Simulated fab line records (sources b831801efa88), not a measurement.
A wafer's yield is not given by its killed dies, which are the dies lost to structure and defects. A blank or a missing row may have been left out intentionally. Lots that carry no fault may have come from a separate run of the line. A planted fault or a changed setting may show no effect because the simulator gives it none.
Code-filled problem report in 8D (eight disciplines) form / flow gf180mcu / the parts of the form that need people (team, actions taken, sign-off) are left out

== 1. WHAT IS WRONG ==
Mean HV_LDD_3_TW at GF_HV_LDD_TW_MEAS_38: 1382 over 9 wafers in 3 lots; fault-free wafers: 1439, standard deviation 7.8. That puts it -7.4 standard deviations away from the usual mean.
First observed at day 17 21:59: wafer L236.1, on film metro-03. The record holds 30 wafers of 10 lots with a number at this step. Rule for "out", or "out of limits": more than 4 standard deviations from the usual mean. The other wafers with a number count as sound.

== 2. WHAT IT IS AND WHAT IT IS NOT ==
question=which readings at this step; is=HV_LDD_3_TW; is not=-
question=which lots; is=L236, L237, L238; is not=L216, L217, L218, L219, L221, L222, L226
question=which wafers of those lots; is=all that have a number; is not=-
question=read on which gauges; is=film metro-02, film metro-03; is not=film metro-01
question=when; is=from day 17 21:59; is not=up to then (21 sound wafers)

== 3. WHAT RULES OUT EACH SUSPECT ==
Counting: any tool at a process step up to the reading is kept as a suspect provided that every lot that is out went through it and no sound lot did after the first of them.
- ruled out: the gauge at GF_HV_LDD_TW_MEAS_38. The wafers that are out were read on 2 gauges (film metro-02, film metro-03).
- implanter-03 at GF_HV_LDD_IMPLANT_35: kept. It processed each lot that is out, first L236 at day 17 21:35, and no sound lot thereafter; up to then, the last sound lot it processed was L226 at day 14 21:05. Its own dose ions cm2, faraday current uA readings are out on those wafers.
The count leaves implanter-03 at GF_HV_LDD_IMPLANT_35.

== 4. THE CAUSE (what the simulator had put in) ==
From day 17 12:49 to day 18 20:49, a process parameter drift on implanter-03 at GF_HV_LDD_IMPLANT_35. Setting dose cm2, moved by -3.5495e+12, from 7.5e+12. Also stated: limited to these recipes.
After counting, this tool was the only one left.

== 5. THE CHAIN OF EFFECTS, in route order ==
One row per reading whose mean, taken over the struck wafers that have a number, lies over 3 standard deviations from the usual. Only readings whose record carries a usual standard deviation are examined. hours: median over the lots of the time between each lot's start at the first step of this table that gives one and its start at this step. sigmas: the change, counted in usual standard deviations.
hours=0; step=GF_HV_LDD_IMPLANT_35; reading=dose ions cm2; usual=7.498e+12; on struck wafers=3.950e+12; change=-3.548e+12; sigmas=-99 or more
hours=0; step=GF_HV_LDD_IMPLANT_35; reading=faraday current uA; usual=42.3; on struck wafers=22.1; change=-20.2; sigmas=-22
hours=0; step=GF_HV_LDD_TW_MEAS_38; reading=HV_LDD_3_TW; usual=1439; on struck wafers=1382; change=-57; sigmas=-7.4
hours=25; step=GF_HV_LDD_RS_MEAS_53; reading=HV_LDD_RS; usual=418.9 ohm/sq; on struck wafers=428.5; change=+9.6; sigmas=+11
It contains these process steps:
- GF_HV_LDD_IMPLANT_35

== 6. WHAT WOULD HAVE CAUGHT IT SOONER ==
The first out-of-limits reading at a measuring or inspecting step in this record came at day 17 21:59, 9 hours after the fault's start at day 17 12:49.
Tool's own readings at GF_HV_LDD_IMPLANT_35, dose ions cm2, faraday current uA: out on all struck wafers the step has rows for; an alarm limit on them would have tripped on the first.
L237, L238, from the lots that are out (3), started GF_HV_LDD_IMPLANT_35 on implanter-03 later than day 17 21:59. A hold on the tool at that time would have spared those 2.
